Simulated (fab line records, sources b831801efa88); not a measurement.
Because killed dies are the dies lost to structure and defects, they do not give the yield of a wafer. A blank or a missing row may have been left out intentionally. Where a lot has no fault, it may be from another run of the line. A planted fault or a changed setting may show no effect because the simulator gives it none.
8D (eight disciplines) problem report, filled in by code / flow gf180mcu / the parts of the form that need people (team, actions taken, sign-off) are left out

== 1. WHAT WENT WRONG ==
STI_OXIDATION_01_THK at GF_STI_THK_MEAS_22 reads a mean of 8.15 nm on 6 wafers of 2 lots; wafers without a fault read 15.01 nm with a standard deviation of 0.26. Relative to the usual mean, that is a shift of -26 standard deviations.
First observed at day 5 08:12: wafer L415.1, on film metro-02. The record has a number at this step for 33 wafers belonging to 11 lots. By rule, "out" or "out of limits" means more than 4 standard deviations away from the usual mean. Any other wafer with a number is counted as sound.

== 2. WHAT IT IS, AND WHAT IT ISN'T ==
question=which readings at this step | is=STI_OXIDATION_01_THK | is not=-
question=which lots | is=L415, L417 | is not=L401, L402, L403, L407, L408, L411, L416, L422, L423
question=which wafers of those lots | is=all that have a number | is not=-
question=read on which gauges | is=film metro-02 | is not=film metro-01, film metro-04
question=when | is=from day 5 08:12 | is not=up to then (18 sound wafers); but 9 sound wafers of L416, L422, L423 came after

== 3. THE SUSPECTS, EACH WITH WHAT RULES IT OUT ==
Counting: a tool stays on the suspect list if, at a process step up to the reading, it processed all lots that are out and no sound lot following the first of them.
- the gauge at GF_STI_THK_MEAS_22 is ruled out. All the wafers that are out were read on film metro-02, but those of them that GF_STI_OXIDATION_21 has rows for are out there too, on other tools.
- furnace-02 at GF_STI_OXIDATION_21 (stabilise 600 s, purge 300 s, target thk 15 nm): kept. Every lot that is out went through it, starting with L415 (day 5 07:04), and after that it ran no sound lot; the last sound lot it ran before then is L411 (day 4 12:02). Out on those wafers are its own readings of spike tc bottom C, spike tc centre C, spike tc lower C, spike tc top C, spike tc upper C, tube center temp C, tube_center_temp_C_max, zone power bottom pct.
The count leaves furnace-02 at GF_STI_OXIDATION_21.

== 4. THE CAUSE (what the simulator had put in) ==
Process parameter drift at GF_STI_OXIDATION_21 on furnace-02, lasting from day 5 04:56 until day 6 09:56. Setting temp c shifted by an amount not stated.
This tool alone remained once counting was done.

== 5. SEQUENCE OF EFFECTS, ordered by route ==
Each row: a reading where the mean over the struck wafers with a number is more than 3 standard deviations away from the usual. Only readings for which the record gives a usual standard deviation are gone through. hours: the time from each lot's start at the first step in this table that gives one to its start at this step, as a median over the lots. sigmas: the change in usual standard deviations.
hours=0; step=GF_STI_OXIDATION_21; reading=spike tc bottom C; usual=1017.5 C; on struck wafers=969.7; change=-47.8; sigmas=-28
hours=0; step=GF_STI_OXIDATION_21; reading=spike tc centre C; usual=1000.4 C; on struck wafers=951.3; change=-49.1; sigmas=-45
hours=0; step=GF_STI_OXIDATION_21; reading=spike tc lower C; usual=999.3 C; on struck wafers=947.0; change=-52.3; sigmas=-21
hours=0; step=GF_STI_OXIDATION_21; reading=spike tc top C; usual=1011.6 C; on struck wafers=963.0; change=-48.6; sigmas=-49
hours=0; step=GF_STI_OXIDATION_21; reading=spike tc upper C; usual=1000.3 C; on struck wafers=950.4; change=-49.9; sigmas=-57
hours=0; step=GF_STI_OXIDATION_21; reading=tube center temp C; usual=1000 C; on struck wafers=950; change=-50; sigmas=-99 or more
hours=0; step=GF_STI_OXIDATION_21; reading=tube_center_temp_C_max; usual=1002.6; on struck wafers=953.1; change=-49.5; sigmas=-99 or more
hours=0; step=GF_STI_OXIDATION_21; reading=zone power bottom pct; usual=41.7 %; on struck wafers=37.7; change=-4.0; sigmas=-5.4
hours=1; step=GF_STI_THK_MEAS_22; reading=STI_OXIDATION_01_THK; usual=15.01 nm; on struck wafers=8.15; change=-6.86; sigmas=-26
Its process steps:
- GF_STI_OXIDATION_21: stabilise 600 s, purge 300 s, target thk 15 nm.
Later steps that measure or inspect, where all struck wafers having a row at the step show a number for every such reading and not one has moved that far: GF_STI_THK_MEAS_24.

== 6. HOW IT WOULD HAVE BEEN CAUGHT EARLIER ==
In this record the first reading out of limits at a measuring or inspecting step was taken at day 5 08:12, 3 hours after the fault began at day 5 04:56.
Tool's own readings at GF_STI_OXIDATION_21, spike tc bottom C, spike tc centre C, spike tc lower C, spike tc top C, spike tc upper C, tube center temp C, tube_center_temp_C_max, zone power bottom pct: out on all struck wafers the step has rows for; an alarm limit on them would have tripped on the first.
Of the lots that are out (2), L417 began GF_STI_OXIDATION_21 on furnace-02 after day 5 08:12. It would have been spared by a hold on the tool at that moment.
